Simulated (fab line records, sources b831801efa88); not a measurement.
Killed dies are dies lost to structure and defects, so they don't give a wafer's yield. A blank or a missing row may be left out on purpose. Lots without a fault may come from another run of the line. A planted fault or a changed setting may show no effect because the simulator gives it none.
Problem report in the 8D (eight disciplines) form, filled by code | flow sfq_line | the parts of the form that need people (team, actions taken, sign-off) are left out

1. THE PROBLEM
oes_product_au at SFQ_TRILAYER_M1_BARC_OPEN_METAL_ETCH_054 reads a mean of 0.710 a.u. on 5 wafers of 2 lots; wafers without a fault read 0.686 a.u. with a standard deviation of 0.0046. That is +5.2 standard deviations from the usual mean.
The step: etches BARC in O2, target depth 125 nm, time 41.7 s.
First seen on wafer L374.1, day 25 13:51, on rie_metal-04. The record holds 42 wafers of 14 lots with a number at this step. Rule for "out", or "out of limits": more than 4 standard deviations from the usual mean. The other wafers with a number count as sound.

2. WHAT IT IS AND WHAT IT IS NOT
question                    | is                                     | is not
which readings at this step | oes_product_au                         | drypump_motor_current_A
which lots                  | L374, L376                             | L369, L381, L382, L383, L384, L385, L386, L387, L388, L389, L390, L391
which wafers of those lots  | L374.1, L374.3, L374.6, L376.3, L376.6 | L376.5
read on which tools         | rie_metal-02, rie_metal-04             | rie_metal-01
when                        | from day 25 13:51                      | up to then (3 sound wafers); but 34 sound wafers of L376, L381, L382, L383, L384, L385, L386, L387, L388, L389, L390, L391 came after

3. SUSPECTS, AND WHAT RULES EACH OUT
Counting: a tool at a process step up to the reading stays a suspect if it ran every lot that is out. Sound lots after the first of them don't rule it out here, since some wafers of a struck lot are sound.
- rie_metal-02 at SFQ_TRILAYER_L0_STRIP_STRIP_009 (strips in O2): kept. It ran every lot that is out, first L374 (day 5 20:03).
- litho_track-02 at SFQ_TRILAYER_M1_LITHO_COAT_044 (resist thk 62 nm): kept. It ran every lot that is out, first L374 (day 19 03:22); its last sound lot up to then is L369 (day 16 17:39).
Left after counting: rie_metal-02 at SFQ_TRILAYER_L0_STRIP_STRIP_009, litho_track-02 at SFQ_TRILAYER_M1_LITHO_COAT_044.

4. THE CAUSE (what the simulator had put in)
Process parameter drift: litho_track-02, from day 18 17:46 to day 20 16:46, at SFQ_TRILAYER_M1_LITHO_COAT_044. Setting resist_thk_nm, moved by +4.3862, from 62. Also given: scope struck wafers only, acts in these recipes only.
Counting left 2 suspects, and this tool is among them.

5. THE CHAIN OF EFFECTS, in route order
Each row: a reading whose mean over the struck wafers that have a number lies more than 3 standard deviations from the usual. Only readings for which the record gives a usual standard deviation are gone through. hours: the time from each lot's start at the first step in this table that gives one to its start at this step, as a median over the lots. sigmas: the change in usual standard deviations.
hours | step                                     | reading        | usual      | on struck wafers | change | sigmas
0     | SFQ_TRILAYER_M1_BARC_OPEN_METAL_ETCH_054 | oes_product_au | 0.686 a.u. | 0.710            | +0.024 | +5.2
The process steps in it:
- SFQ_TRILAYER_M1_BARC_OPEN_METAL_ETCH_054: etches BARC in O2, target depth 125 nm, time 41.7 s.

6. WHAT WOULD HAVE CAUGHT IT SOONER
In this record the first reading out of limits was taken at day 25 13:51, 164 hours after the fault began at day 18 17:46.
Of the tool readings at SFQ_TRILAYER_M1_LITHO_COAT_044 for which the record gives a usual standard deviation, none was out on any struck wafer, so an alarm limit of 4 standard deviations on them would not have fired.
All the lots that are out (2) had begun SFQ_TRILAYER_M1_LITHO_COAT_044 on litho_track-02 by day 25 13:51. A hold on the tool at that time would have spared none of them.
